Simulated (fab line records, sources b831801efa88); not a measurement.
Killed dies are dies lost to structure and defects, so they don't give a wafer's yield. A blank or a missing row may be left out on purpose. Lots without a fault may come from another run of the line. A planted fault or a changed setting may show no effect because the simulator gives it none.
Split-lot experiment | flow gf180mcu | 5 lots, 23 wafers read, on a route of 602 steps

THE SPLIT
At GF_VT_IMPLANT_COAT_13 (resist thk 1000 nm), the setting resist_thk_nm was moved away from the recipe's 1000 nm on 8 of the 23 wafers read, by +1.6% to +4.5%. The other wafers ran this setting at the recipe's value.

The reading is taken at the split's own step.

THE READING
NOVOLAK_of_VT_IMPLANT_COAT_13.thk_nm (the simulator's own value, which no gauge read), in nm, at GF_VT_IMPLANT_COAT_13 (resist thk 1000 nm). The file gives no usual value for it. The 15 wafers here that ran the recipe average 1000.2 nm, standard deviation 2.3 nm.

wafer  | tool, chamber at the split | resist_thk_nm as run, nm | against the recipe | NOVOLAK_of_VT_IMPLANT_COAT_13.thk_nm, nm | against lot-mates on the recipe
L074.2 | litho_track-02, 0          | 1000                     | recipe             | 1003                                     | -
L074.6 | litho_track-02, 0          | 1000                     | recipe             | 1003                                     | -
L074.4 | litho_track-02, 0          | 1000                     | recipe             | 1002                                     | -
L076.1 | litho_track-02, 0          | 1000                     | recipe             | 1002                                     | -
L076.2 | litho_track-02, 0          | 1026                     | +2.6%              | 1023                                     | +23.3
L076.3 | litho_track-02, 0          | 1000                     | recipe             | 998.2                                    | -
L076.5 | litho_track-02, 0          | 1026                     | +2.6%              | 1024                                     | +24.3
L076.6 | litho_track-02, 0          | 1000                     | recipe             | 998.8                                    | -
L077.1 | litho_track-01, 0          | 1045                     | +4.5%              | 1047                                     | +47.7
L077.3 | litho_track-01, 0          | 1000                     | recipe             | 999.8                                    | -
L077.4 | litho_track-01, 0          | 1000                     | recipe             | 999.2                                    | -
L077.5 | litho_track-01, 0          | 1045                     | +4.5%              | 1046                                     | +46.7
L077.6 | litho_track-01, 0          | 1000                     | recipe             | 999                                      | -
L081.2 | litho_track-01, 0          | 1000                     | recipe             | 997.8                                    | -
L081.3 | litho_track-01, 0          | 1016                     | +1.6%              | 1012                                     | +14.8
L081.6 | litho_track-01, 0          | 1016                     | +1.6%              | 1012                                     | +14.8
L081.4 | litho_track-01, 0          | 1000                     | recipe             | 996.5                                    | -
L081.5 | litho_track-01, 0          | 1000                     | recipe             | 997.2                                    | -
L084.1 | litho_track-01, 0          | 1000                     | recipe             | 1002                                     | -
L084.2 | litho_track-01, 0          | 1039                     | +3.9%              | 1043                                     | +40.7
L084.3 | litho_track-01, 0          | 1039                     | +3.9%              | 1040                                     | +37.7
L084.4 | litho_track-01, 0          | 1000                     | recipe             | 1001                                     | -
L084.5 | litho_track-01, 0          | 1000                     | recipe             | 1004                                     | -

THE FIT
A straight line over all 23 wafers: NOVOLAK_of_VT_IMPLANT_COAT_13.thk_nm changes by +10.1 nm for each +1% of resist_thk_nm; r = +0.99; the points scatter about the line by 2.6 nm.
The same after taking each lot's own level away (the mean of its wafers on the recipe; 23 wafers): +10.1 nm for each +1%; r = +1.00; scatter 1.4 nm.
On that fit, the largest move of resist_thk_nm shifts the reading by 46 nm.
The lots' own levels span 997.17 to 1002.67 nm, that is 2.4 times the standard deviation above.
So the lot-to-lot level changes the slope little: the two slopes agree.
Check: with one of the wafers moved furthest among these (+4.5%) left out of the fit, the line predicts +44.7 nm for it against its lot-mates. It came out at +47.7 nm against them.

OTHER SPLITS ON THESE WAFERS
These wafers also went through other splits before the reading. Each is held against what the fit with the lots' levels taken away leaves over:
other split on the same wafers   | wafers away from the commonest value | r with NOVOLAK_of_VT_IMPLANT_COAT_13.thk_nm (lot level and that fit taken away)
GF_STI_OXIDATION_01 temp_c       | 18                                   | +0.20
GF_STI_WET_ETCH_27 time_s        | 15                                   | -0.34
GF_NWELL_SOFTBAKE_03 temp_c      | 9                                    | +0.21
GF_LVPWELL_COAT_02 resist_thk_nm | 7                                    | -0.31
GF_LVPWELL_IMPLANT_09 dose_cm2   | 8                                    | +0.01
GF_MVSD_IMPLANT_08 dose_cm2      | 11                                   | -0.61
GF_MVPSD_IMPLANT_09 dose_cm2     | 8                                    | +0.39

THE WHOLE CHAIN: every reading that the file lists as answering this split, in the file's order
step                   | what it does       | reading                                                                               | change (the file's fit)                                                                  | r (the file's)
GF_VT_IMPLANT_COAT_13  | resist thk 1000 nm | NOVOLAK_of_VT_IMPLANT_COAT_13.thk_nm (the simulator's own value, which no gauge read) | +10 nm for each +1% of the setting                                                       | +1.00
GF_VT_IMPLANT_STRIP_20 | strips in O2/N2    | strip_time_to_endpoint_s                                                              | withheld for each +1% of the setting, in a fit together with power_w@VT_IMPLANT_STRIP_20 | 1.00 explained

THE FILE'S OWN FIT
NOVOLAK_of_VT_IMPLANT_COAT_13.thk_nm changes by +10 nm for each +1% of resist_thk_nm, r = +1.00.
